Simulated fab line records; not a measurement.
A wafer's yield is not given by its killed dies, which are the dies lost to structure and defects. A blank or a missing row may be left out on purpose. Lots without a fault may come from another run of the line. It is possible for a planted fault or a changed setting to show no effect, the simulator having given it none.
A struck lot beside a sound one + flow sky130 + 19 out of 708 route steps
Sound: the wafers L839.2, L839.3, L839.6. Wafers struck: L842.2, L842.3, L842.5. The cause comes at the end.
Per side, at each step with rows, come the tool, then ch with its chambers, and then its first start. Under that, the readings that differ: sound wafers + struck wafers + difference of the means + sigmas: that difference in standard deviations of wafers without a fault.
alike: readings with means less than 2 such deviations apart, plus words and numbers identical on both sides. not compared: withheld readings, readings lacking a value on some wafer, bounds such as >300 that could conceal the same value, and numbers that have no deviation in the record and whose values overlap.
The two part at a step that has a row with sigmas, a row that says differs or no value, or rows on one side only. Non-overlapping numbers with no deviation appear without sigmas and do not part them. A reading that every wafer of one side lacks parts them only if that side has two wafers or more.

first, 2 steps without rows for these wafers: SKY_RES_PROTECT_DEVELOP_06 (develop time 60 s); SKY_POLY_GATE_IMPLANT_02.
SKY_RES_PROTECT_STRIP_07: strips in O2/N2.
  sound on plasma_asher-01 ch 0,1, day 17 09:31; struck on plasma_asher-02 ch 0,1, day 18 08:34
  alike: drypump_motor_current_A, oes_product_au, strip_time_to_endpoint_s
  not compared: rf_hours_counter_h
SKY_RES_PROTECT_TW_MEAS_08:
  sound on film_metro-01, day 17 09:37; struck on film_metro-02, day 18 08:41
  alike: POLY_GATE_TW
then, 2 steps without rows for these wafers: SKY_RES_PROTECT_CLEAN_09 (cleans in SC1/SC2, time 150 s); SKY_POLY_GATE_CVD_03 (deposits Si3N4 from DCS/NH3, target thk 75 nm, time 1290 s).
SKY_POLY_GATE_THK_MEAS_04:
  sound on film_metro-01, day 17 11:16; struck on film_metro-03, day 18 10:10
  alike: POLY_GATE_CVD_03_THK
then, 5 steps without rows for these wafers: SKY_POLY_GATE_DEHYDRATE_05 (time 60 s); SKY_POLY_GATE_HMDS_06 (prime time 60 s); SKY_POLY_GATE_COAT_07 (resist thk 110 nm); SKY_POLY_GATE_COAT_08 (resist thk 450 nm); SKY_POLY_GATE_SOFTBAKE_09 (time 90 s).
SKY_POLY_GATE_EXPOSE_10: exposes mask P1M, target cd 150 nm.
  sound on krf_scanner-01 ch 0, day 18 03:03; struck on krf_scanner-02 ch 0, day 19 02:12
| reading                           | sound             | struck            | difference | sigmas |
|-----------------------------------|-------------------|-------------------|------------|--------|
| model.POLY_GATE.overlay_x_nm (nm) | 2.055 2.055 2.055 | 32.74 32.74 32.74 | +30.69     |        |
  alike: mask
then, 2 steps without rows for these wafers: SKY_POLY_GATE_PEB_11; SKY_POLY_GATE_DEVELOP_12 (develop time 60 s).
SKY_POLY_GATE_CD_MEAS_13: target cd 150 nm.
  sound on cd_sem-01, day 18 18:24; struck on cd_sem-01, day 19 17:19
  alike: cd_nm
SKY_POLY_GATE_OVL_MEAS_14:
  sound on overlay-01, day 18 18:31; struck on overlay-01, day 19 17:25
| reading            | sound | struck   | difference | sigmas |
|--------------------|-------|----------|------------|--------|
| POLY_GATE_OVL (nm) | 2 1 0 | 44 31 35 | +36        | +8     |
SKY_POLY_GATE_ETCH_15: etches BARC in N2/H2, stops on SiO2, time 118.5 s, target depth 110 nm.
  sound on rie_diel-02 ch 0,2,3, day 18 18:32; struck on rie_diel-01 ch 0,3, day 19 17:27
  alike: drypump_motor_current_A, oes_product_au, throttle_valve_pct
  not compared: rf_hours_counter_h
-- a jump in the record: the struck wafers' starts before and after are 29 days apart (it breaks off in module POLY_GATE and resumes in module PAD_OPEN, where the first step shown is number 708 of the route) --
SKY_PAD_OPEN_PROBE_99:
  sound on prober-01, day 47 15:27; struck on prober-02, day 48 08:59
| reading                                  | sound             | struck            | difference | sigmas |
|------------------------------------------|-------------------|-------------------|------------|--------|
| model.etest.licon_to_gate.bv_left_v (V)  | 25.26 25.07 25.63 | 12.99 14.47 13.86 | -11.55     |        |
| model.etest.licon_to_gate.bv_right_v (V) | 25.32 26.45 25.05 | 35.77 34.72 35.51 | +9.73      |        |
  alike: killed_at_M0_to_M3, killed_at_M4_up, killed_at_contacts, killed_at_front_end, killed_at_other, killed_dies, killed_open, killed_short, model.etest.licon_to_gate.over_limit

## WHERE THEY PART
Within this record, at SKY_POLY_GATE_OVL_MEAS_14 only. Later steps at which nothing parts them and some readings are alike: SKY_POLY_GATE_ETCH_15, SKY_PAD_OPEN_PROBE_99.

WHY: whatever the simulator had introduced
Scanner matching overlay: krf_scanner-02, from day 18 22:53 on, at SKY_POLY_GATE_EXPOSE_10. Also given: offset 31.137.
